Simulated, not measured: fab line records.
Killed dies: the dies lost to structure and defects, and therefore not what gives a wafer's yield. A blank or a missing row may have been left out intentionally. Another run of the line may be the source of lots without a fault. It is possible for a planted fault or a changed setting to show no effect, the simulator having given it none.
Problem report, 8D (eight disciplines) form, completed by code ; flow sky130 ; the parts of the form that need people (team, actions taken, sign-off) are left out

== 1. PROBLEM STATEMENT ==
At SKY_VIA4_CMP_21, overpolish run s averages 0.038 s over 9 wafers from 3 lots, while fault-free wafers read 25.000 s, standard deviation 0.0089. So: -99 or more standard deviations from the usual mean.
The step: polishes, stops on SiO2, t overpolish 25 s, target thk 0 nm.
First seen on wafer L973.1, day 44 16:17, on cmp-02. At this step, 38 wafers from 13 lots have a number in the record. Rule for "out", or "out of limits": more than 4 standard deviations from the usual mean. Any other wafer with a number is counted as sound.

== 2. WHAT IT IS; WHAT IT IS NOT ==
question;is;is not
which readings at this step;overpolish run s, time to endpoint s;platen rpm
which lots;L973, L975, L976;L968, L969, L970, L971, L972, L978, L982, L984, L985, L989
which wafers of those lots;all that have a number;-
read on which tools;cmp-02;cmp-01
when;from day 44 16:17;"up to then (15 sound wafers); but 14 sound wafers of L978, L982, L984, L985, L989 came after"

== 3. WHAT RULES OUT EACH SUSPECT ==
Counting: any tool at a process step up to the reading is kept as a suspect provided that every lot that is out went through it and no sound lot did after the first of them.
- cmp-02 at SKY_VIA4_CMP_21 (polishes, stops on SiO2, t overpolish 25 s, target thk 0 nm): kept. All lots that are out passed through it, beginning with L973 at day 44 16:17, and no sound lot followed; its final sound lot before that point was L972 at day 44 01:33. Out on those wafers are its own readings of overpolish run s, time to endpoint s.
After counting, what remains is cmp-02 at SKY_VIA4_CMP_21.

== 4. THE CAUSE (what the simulator had put in) ==
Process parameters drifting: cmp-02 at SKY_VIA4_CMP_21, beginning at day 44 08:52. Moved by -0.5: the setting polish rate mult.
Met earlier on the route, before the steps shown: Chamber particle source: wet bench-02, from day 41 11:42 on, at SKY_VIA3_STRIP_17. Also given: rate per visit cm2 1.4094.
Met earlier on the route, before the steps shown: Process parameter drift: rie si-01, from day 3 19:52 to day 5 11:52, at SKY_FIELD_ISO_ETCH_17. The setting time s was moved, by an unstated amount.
After counting, this tool was the only one left.

== 5. THE CHAIN OF EFFECTS, in route order ==
Each row: a reading whose mean over the struck wafers that have a number lies more than 3 standard deviations from the usual. Readings are gone through only where the record gives a usual standard deviation; hours: the median, over the lots, of the time from a lot's start at the first step in this table giving one to that lot's start at this step; sigmas: the change measured in usual standard deviations.
hours;step;reading;usual;on struck wafers;change;sigmas
0;SKY_VIA4_CMP_21;overpolish run s;25.000 s;0.038;-24.962;-99 or more
0;SKY_VIA4_CMP_21;time to endpoint s;125 s;190;+65;+13
64;SKY_PAD_OPEN_PROBE_99;killed_at_M4_up;3.0;394.0;+391.0;+99 or more
64;SKY_PAD_OPEN_PROBE_99;killed dies;85;492;+407;+47
64;SKY_PAD_OPEN_PROBE_99;killed on rim;17;96;+79;+21
Process steps it contains:
- SKY_VIA4_CMP_21: polishes, stops on SiO2, t overpolish 25 s, target thk 0 nm.
- SKY_PAD_OPEN_PROBE_99

== 6. WHAT WOULD HAVE CAUGHT IT SOONER ==
The fault began at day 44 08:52; the first out-of-limits reading in this record came at day 44 16:17, 7 hours later.
